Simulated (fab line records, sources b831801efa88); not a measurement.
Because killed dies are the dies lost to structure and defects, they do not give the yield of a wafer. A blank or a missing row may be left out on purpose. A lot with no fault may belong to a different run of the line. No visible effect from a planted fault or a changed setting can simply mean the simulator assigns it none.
fab line records	flow sky130
record: lots: 12	wafers: 36	lastDay: 50
route steps=708 shown VIA1@480 METAL2@485 PAD_OPEN@708
lots that met no fault: from a run of the same line without faults
startH: hours from the record's first day to the start of the lot's first wafer shown	waitH: hours since the lot's step before	" repeats the value in the row above	L1.1+2: a single row standing in for several wafers	- no value, or no start was given	* or withheld: withheld	< > ~ a bound
route shown NAME@n: a module of which the file shows steps, and the number in the route of the first	usual: mean and standard deviation over wafers with no fault	same: alike in all rows	chamber/n: place in a boat	sites: readings site by site	_std_site: standard deviation across them	_edge_site: inner sites' mean taken away from outer sites' mean	radiusMm: for every site, how far away it sits from the centre of the wafer	mask NAME#n: copy n	behind: tool/chamber where the wafer was last shaped	hold: what put the lot on hold/how long, in hours/how the hold closed	device: whichever transistor did not switch (one of n, p or np)	end of line: tests run on the same wafers once the route is complete	where a step has no rows: the recipe by itself	killed: count of dies lost to structure and defects at first sort (not the wafer's yield)	map: per-die view of a wafer (x killed, . not killed, _ where there is no die)
set.NAME: setting as actually run; set.NAME@STEP: the setting as run at that earlier step	model.NAME: the simulator's own value behind a step, which no gauge read
the route's steps for a sample of lots (tables are steps, rows are wafers)
services: from which hour (startH, from the record's first day; less than 0 if before it) a tool's chamber was out of use, for how many hours, and why
== steps ==
step: SKY_VIA1_RS_MEAS_22
recipe: thkMeasGauge: four-point-probe	reads: W_of_VIA1_CVD_21+TiN_of_VIA1_SPUTTER_20
usual: VIA1_W_RS: 0.428/0.0053
lot.wafer	tool	chamber	startH	waitH	VIA1_W_RS[ohm/sq]
L641.2	filmMetro-02	-	805.34	0.1	0.426
L641.4	"	-	"	"	0.425
L641.6	"	-	"	"	0.427
L642.1	filmMetro-02	-	811.41	0.1	0.434
L642.2	"	-	"	"	0.427
L642.3	"	-	"	"	0.430
L644.2	filmMetro-03	-	817.53	0.1	0.420
L644.4	"	-	"	"	0.417
L644.5	"	-	"	"	0.428
L648.1	filmMetro-03	-	853.61	0.1	0.431
L648.2	"	-	"	"	0.426
L648.4	"	-	"	"	0.425
L650.1	filmMetro-01	-	874.82	0.1	0.435
L650.4	"	-	"	"	0.436
L650.5	"	-	"	"	0.427
L651.2	filmMetro-01	-	881.72	0.1	0.426
L651.5	"	-	"	"	0.432
L651.6	"	-	"	"	0.422
L652.3	filmMetro-01	-	882.32	0.1	0.426
L652.5	"	-	"	"	0.437
L652.6	"	-	"	"	0.431
L653.1	filmMetro-01	-	896.48	0.1	0.423
L653.4	"	-	"	"	0.426
L653.6	"	-	"	"	0.426
L654.2	filmMetro-03	-	898.46	0.1	0.434
L654.4	"	-	"	"	0.440
L654.6	"	-	"	"	0.436
L655.1	filmMetro-02	-	914.37	0.1	0.420
L655.2	"	-	"	"	0.429
L655.6	"	-	"	"	0.426
L661.1	filmMetro-01	-	945.42	0.1	0.426
L661.3	"	-	"	"	0.429
L661.5	"	-	"	"	0.424
L662.1	filmMetro-01	-	960.53	0.1	0.443
L662.4	"	-	"	"	0.439
L662.6	"	-	"	"	0.443
step: SKY_METAL2_SPUTTER_02
recipe: material: AlCu	targetThkNm: 250	powerW: 10600	timeS: 13.3	chamberPressurePa: 0.4
usual: chamberPressurePa: 0.4000/0.00076	throttleValvePct: 29.9/1.1
same: timeS: 13.3
lot.wafer	tool	chamber	startH	waitH	chamberPressurePa	throttleValvePct
L641.2	pvdSputter-02	-	805.85	0.0	0.3995	28.6
L641.4	"	-	"	"	0.3995	31.6
L641.6	"	-	"	"	0.3990	29.0
L642.1	pvdSputter-02	-	811.95	0.0	0.4001	31.8
L642.2	"	-	"	"	0.4002	28.9
L642.3	"	-	"	"	0.3986	28.9
L644.2	pvdSputter-04	-	818.04	0.0	0.4000	29.5
L644.4	"	-	"	"	0.3994	29.9
L644.5	"	-	"	"	0.4005	29.6
L648.1	pvdSputter-02	-	854.13	0.0	0.4005	31.8
L648.2	"	-	"	"	0.4003	28.9
L648.4	"	-	"	"	0.4004	29.3
L650.1	pvdSputter-02	-	875.37	0.0	0.3977	29.0
L650.4	"	-	"	"	0.4012	31.4
L650.5	"	-	"	"	0.4002	31.6
L651.2	pvdSputter-01	-	882.23	0.0	0.3997	28.9
L651.5	"	-	"	"	0.3993	30.1
L651.6	"	-	"	"	0.3985	28.8
L652.3	pvdSputter-04	-	882.81	0.0	0.4001	30.9
L652.5	"	-	"	"	0.3990	30.7
L652.6	"	-	"	"	0.4004	30.0
L653.1	pvdSputter-02	-	897.01	0.0	0.4010	28.5
L653.4	"	-	"	"	0.4003	29.3
L653.6	"	-	"	"	0.3995	31.6
L654.2	pvdSputter-02	-	898.96	0.0	0.3993	29.0
L654.4	"	-	"	"	0.4002	29.0
L654.6	"	-	"	"	0.4016	31.4
L655.1	pvdSputter-02	-	914.93	0.0	0.3979	29.2
L655.2	"	-	"	"	0.3996	29.0
L655.6	"	-	"	"	0.3991	28.8
L661.1	pvdSputter-04	-	945.95	0.0	0.3996	30.6
L661.3	"	-	"	"	0.3995	29.5
L661.5	"	-	"	"	0.4000	30.4
L662.1	pvdSputter-01	-	961.06	0.0	0.3997	31.0
L662.4	"	-	"	"	0.3990	29.1
L662.6	"	-	"	"	0.4010	29.9
step: SKY_METAL2_SPUTTER_04
recipe: material: TiN	targetThkNm: 70	powerW: 6500	timeS: 58.3	chamberPressurePa: 0.4
usual: chamberPressurePa: 0.3999/0.0008	throttleValvePct: 29.8/1.1
same: timeS: 58.3
lot.wafer	tool	chamber	startH	waitH	chamberPressurePa	throttleValvePct
L641.2	pvdSputter-02	-	805.89	0.0	0.3982	29.1
L641.4	"	-	"	"	0.3998	31.7
L641.6	"	-	"	"	0.3988	28.8
L642.1	pvdSputter-02	-	812.00	0.0	0.4012	31.4
L642.2	"	-	"	"	0.4020	28.9
L642.3	"	-	"	"	0.4000	28.9
L644.2	pvdSputter-04	-	818.08	0.0	0.4001	29.4
L644.4	"	-	"	"	0.4001	29.6
L644.5	"	-	"	"	0.3996	29.6
L648.1	pvdSputter-02	-	854.18	0.0	0.3995	31.7
L648.2	"	-	"	"	0.3983	28.5
L648.4	"	-	"	"	0.3996	29.2
L650.1	pvdSputter-02	-	875.41	0.0	0.4005	29.0
L650.4	"	-	"	"	0.3990	31.7
L650.5	"	-	"	"	0.3992	31.8
L651.2	pvdSputter-01	-	882.27	0.0	0.4003	28.8
L651.5	"	-	"	"	0.4000	30.3
L651.6	"	-	"	"	0.4012	29.1
L652.3	pvdSputter-04	-	882.85	0.0	0.3993	30.8
L652.5	"	-	"	"	0.4006	30.5
L652.6	"	-	"	"	0.4007	29.5
L653.1	pvdSputter-02	-	897.05	0.0	0.2906	33.0
L653.4	"	-	"	"	0.2894	34.2
L653.6	"	-	"	"	0.2906	37.3
L654.2	pvdSputter-02	-	899.01	0.0	0.2906	33.9
L654.4	"	-	"	"	0.2901	34.3
L654.6	"	-	"	"	0.2906	37.0
L655.1	pvdSputter-02	-	914.97	0.0	0.2902	34.3
L655.2	"	-	"	"	0.2909	34.0
L655.6	"	-	"	"	0.2909	34.2
L661.1	pvdSputter-04	-	945.99	0.0	0.4012	30.4
L661.3	"	-	"	"	0.3999	29.7
L661.5	"	-	"	"	0.3999	30.7
L662.1	pvdSputter-01	-	961.10	0.0	0.4010	31.0
L662.4	"	-	"	"	0.4000	28.9
L662.6	"	-	"	"	0.4001	30.2
step: SKY_METAL2_STRIP_20
recipe: chemistry: O2/N2	powerW: 1400	pressureMtorr: 1500	platenTempC: withheld	o2FlowSccm: 3000	n2FlowSccm: 300	overashFraction: 0.5
usual: drypumpMotorCurrentA: 5.5/0.34	oesProductAu: 0.344/0.0044	stripTimeToEndpointS: 2.70/0.031
lot.wafer	tool	chamber	startH	waitH	drypumpMotorCurrentA	oesProductAu	rfHoursCounterH	stripTimeToEndpointS
L641.2	plasmaAsher-02	0	832.37	0.1	5.7	0.340	73	2.72
L641.4	"	1	"	"	5.6	0.336	-	2.67
L641.6	"	1	"	"	5.6	0.342	-	2.69
L642.1	plasmaAsher-02	1	838.72	0.1	5.6	0.341	73	2.76
L642.2	"	0	"	"	5.7	0.338	73	2.74
L642.3	"	1	"	"	5.6	0.345	-	2.73
L644.2	plasmaAsher-04	1	845.77	0.1	4.9	0.351	106	2.71
L644.4	"	1	"	"	4.9	0.353	-	2.71
L644.5	"	1	"	"	4.9	0.341	-	2.72
L648.1	plasmaAsher-04	0	879.28	0.1	5.4	0.341	109	2.70
L648.2	"	1	"	"	4.9	0.346	109	2.73
L648.4	"	1	"	"	4.9	0.341	-	2.73
L650.1	plasmaAsher-04	1	901.34	0.1	4.9	0.337	111	2.70
L650.4	"	1	"	"	4.9	0.340	-	2.73
L650.5	"	0	"	"	5.4	0.348	-	2.68
L651.2	plasmaAsher-01	1	907.83	0.1	5.5	0.349	15	2.74
L651.5	"	1	"	"	5.5	0.344	-	2.71
L651.6	"	0	"	"	6.0	0.349	-	2.67
L652.3	plasmaAsher-01	0	909.20	0.1	5.9	0.349	-	2.70
L652.5	"	0	"	"	6.0	0.349	-	2.70
L652.6	"	1	"	"	5.5	0.340	-	2.67
L653.1	plasmaAsher-04	1	922.23	0.1	4.9	0.348	114	2.67
L653.4	"	1	"	"	4.9	0.348	-	2.69
L653.6	"	1	"	"	4.8	0.347	-	2.66
L654.2	plasmaAsher-01	1	924.31	0.1	5.4	0.338	17	2.76
L654.4	"	0	"	"	5.9	0.345	-	2.73
L654.6	"	1	"	"	5.5	0.343	-	2.75
L655.1	plasmaAsher-04	1	940.12	0.1	4.9	0.342	116	2.68
L655.2	"	0	"	"	5.4	0.347	116	2.65
L655.6	"	0	"	"	5.4	0.338	-	2.65
L661.1	plasmaAsher-04	1	971.01	0.1	4.9	0.345	119	2.69
L661.3	"	0	"	"	5.4	0.342	-	2.71
L661.5	"	0	"	"	5.4	0.340	-	2.69
L662.1	plasmaAsher-01	0	985.51	0.1	5.9	0.341	23	2.67
L662.4	"	0	"	"	5.9	0.340	-	2.71
L662.6	"	0	"	"	5.9	0.340	-	2.73
step: SKY_PAD_OPEN_PROBE_99
usual: defectLimitedYield: 82.2/1.9	killed_at_M0_to_M3: 44/7.2	killed_at_M4_up: 3.0/1.9	killedAtContacts: 25/4.8	killedAtFrontEnd: 16/4.2	killedAtOther: 0.2/0.44	killedDies: 88/9.3	killedOpen: 48/7.1	killedShort: 40/6.5	sort_bin_3_pad_short: 0.9/0.4	sort_bin_5_function: 10.5/1.5	sort_bin_6_memory: 6.5/0.98	sortNPass: 404/9.3	sortYieldPct: 82.2/1.9
same: grossDies: 492	killedAtBackSide: 0	sort_bin_4_leakage[%]: 0	sort_bin_8_speed[%]: 0
lot.wafer	tool	chamber	startH	waitH	defectLimitedYield[%]	killed_at_M0_to_M3	killed_at_M4_up	killedAtContacts	killedAtFrontEnd	killedAtOther	killedDies	killedOpen	killedShort	sort_bin_3_pad_short[%]	sort_bin_5_function[%]	sort_bin_6_memory[%]	sortNPass	sortYieldPct[%]
L642.1	prober-01	-	1086.66	0.1	82.7	29	6	28	21	1	85	44	41	0.8	9.6	6.9	407	82.7
L642.2	prober-01	-	1086.71	0.1	80.7	44	3	29	19	0	95	56	39	0.6	11.6	7.1	397	80.7
L642.3	prober-01	-	1086.76	0.2	83.5	41	4	21	14	1	81	42	39	1.4	11.0	4.1	411	83.5
L651.2	prober-02	-	1143.45	0.1	78.9	58	4	27	15	0	104	53	51	1.2	13.2	6.7	388	78.9
L651.5	prober-02	-	1143.60	0.2	80.3	48	5	27	17	0	97	55	42	1.2	12.0	6.5	395	80.3
L651.6	prober-02	-	1143.65	0.2	83.7	42	1	25	12	0	80	45	35	0.8	11.6	3.9	412	83.7
L654.2	prober-01	-	1154.15	0.1	82.7	43	2	24	16	0	85	45	40	0.8	11.0	5.5	407	82.7
L654.4	prober-01	-	1154.25	0.2	80.7	45	1	27	22	0	95	44	51	0.8	11.4	7.1	397	80.7
L654.6	prober-01	-	1154.35	0.2	83.1	36	3	23	21	0	83	44	39	0.6	11.0	5.3	409	83.1
L655.1	prober-02	-	1166.15	0.1	83.1	34	7	24	16	2	83	38	45	1.6	9.3	5.9	409	83.1
L655.2	prober-02	-	1166.20	0.1	82.7	41	6	31	7	0	85	41	44	0.6	9.8	6.9	407	82.7
L655.6	prober-02	-	1166.40	0.2	80.3	55	1	27	14	0	97	59	38	0.2	13.4	6.1	395	80.3
killed by level:class
L642.1 LI_CONTACT:geometricParticle:open=12 CONTACT:geometricParticle:open=9 FIELD_ISO:geometricParticle:open=8 POLY_GATE:geometricParticle:short=7 VIA2:geometricParticle:short=6 METAL2:geometricParticle:short=5 METAL4:geometricParticle:short=5 POLY_GATE:geometricParticle:open=3
L642.2 CONTACT:geometricParticle:open=9 VIA2:geometricParticle:open=9 VIA3:geometricParticle:open=9 POLY_GATE:geometricParticle:open=7 FIELD_ISO:geometricParticle:open=6 LI_CONTACT:geometricParticle:open=6 CONTACT:geometricParticle:short=5 METAL2:geometricParticle:short=5
L642.3 CONTACT:geometricParticle:open=9 VIA1:geometricParticle:open=9 VIA1:geometricParticle:short=8 FIELD_ISO:geometricParticle:short=7 CONTACT:geometricParticle:short=7 VIA3:geometricParticle:open=7 VIA2:geometricParticle:open=5 LI_CONTACT:geometricParticle:open=4
L651.2 VIA1:geometricParticle:open=12 VIA3:geometricParticle:open=10 VIA2:geometricParticle:open=9 CONTACT:geometricParticle:open=8 LOCAL_INTERCONNECT:geometricParticle:short=6 CONTACT:geometricParticle:short=6 VIA2:geometricParticle:short=6 FIELD_ISO:geometricParticle:short=5
L651.5 CONTACT:geometricParticle:open=14 VIA1:geometricParticle:open=10 VIA2:geometricParticle:open=8 VIA3:geometricParticle:open=7 METAL1:geometricParticle:short=6 LI_CONTACT:geometricParticle:short=5 VIA3:geometricParticle:short=5 VIA1:geometricParticle:short=4
L651.6 LI_CONTACT:geometricParticle:open=10 VIA1:geometricParticle:open=10 CONTACT:geometricParticle:open=9 VIA3:geometricParticle:open=7 METAL1:geometricParticle:short=5 METAL2:geometricParticle:short=5 POLY_GATE:geometricParticle:short=3 VIA2:geometricParticle:open=3
L654.2 VIA3:geometricParticle:open=12 CONTACT:geometricParticle:open=8 LOCAL_INTERCONNECT:geometricParticle:short=7 VIA1:geometricParticle:short=5 VIA1:geometricParticle:open=5 VIA2:geometricParticle:open=5 FIELD_ISO:geometricParticle:short=4 FIELD_ISO:geometricParticle:open=3
L654.4 CONTACT:geometricParticle:short=8 LOCAL_INTERCONNECT:geometricParticle:short=8 VIA1:geometricParticle:open=8 CONTACT:geometricParticle:open=7 POLY_GATE:geometricParticle:open=6 VIA3:geometricParticle:open=6 FIELD_ISO:geometricParticle:open=5 METAL2:geometricParticle:short=5
L654.6 VIA1:geometricParticle:open=11 LI_CONTACT:geometricParticle:open=6 CONTACT:geometricParticle:open=6 METAL1:geometricParticle:short=6 METAL2:geometricParticle:short=5 FIELD_ISO:geometricParticle:open=5 LI_CONTACT:geometricParticle:short=5 VIA2:geometricParticle:short=5
L655.1 CONTACT:geometricParticle:open=9 METAL1:geometricParticle:short=7 VIA1:geometricParticle:open=6 FIELD_ISO:geometricParticle:open=5 POLY_GATE:geometricParticle:short=4 METAL4:geometricParticle:short=4 LOCAL_INTERCONNECT:geometricParticle:short=4 CONTACT:geometricParticle:short=4
L655.2 CONTACT:geometricParticle:open=11 CONTACT:geometricParticle:short=9 VIA2:geometricParticle:open=8 LI_CONTACT:geometricParticle:open=5 METAL1:geometricParticle:short=5 VIA1:geometricParticle:open=5 METAL3:geometricParticle:short=5 VIA2:geometricParticle:short=4
L655.6 VIA1:geometricParticle:open=14 CONTACT:geometricParticle:open=12 LI_CONTACT:geometricParticle:open=7 VIA2:geometricParticle:open=7 METAL2:geometricParticle:short=7 METAL1:geometricParticle:short=6 VIA1:geometricParticle:short=5 VIA3:geometricParticle:open=5
== services ==
tool	chamber	startH	hours	kind
pvdSputter-01	-	831.25	1.7	repair
plasmaAsher-01	-	840.56	13.6	repair
pvdSputter-04	-	854.01	2.2	repair
pvdSputter-04	-	861.80	3.0	repair
pvdSputter-01	-	877.03	2.0	repair
pvdSputter-01	-	885.03	1.8	repair
plasmaAsher-01	-	921.10	0.9	repair
plasmaAsher-02	-	956.81	2.3	repair
plasmaAsher-04	-	974.96	3.3	repair
== key ==
firstSign: step: SKY_METAL2_SPUTTER_04	reading: chamberPressurePa	direction: down	sigmas: 99+	usual: 0.3999	struck: 0.2904
effect: step: SKY_METAL2_SPUTTER_04	reading: throttleValvePct	direction: up	sigmas: 4.6	usual: 29.8	struck: 34.7
metAt SKY_METAL2_SPUTTER_04
struckLots L653,L654,L655
notActingAt SKY_VIA1_RS_MEAS_22,SKY_METAL2_SPUTTER_02,SKY_METAL2_STRIP_20
onsetBetween 875.41 897.05
fault: kind: processParameterDrift	tool: pvdSputter-02	chamber: -	onsetH: 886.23	steps: SKY_METAL2_SPUTTER_04	channel: chamberPressurePa	offset: -0.10933	shape: step	endH: 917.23	actsIn: theseRecipesOnly	stated: 0.4
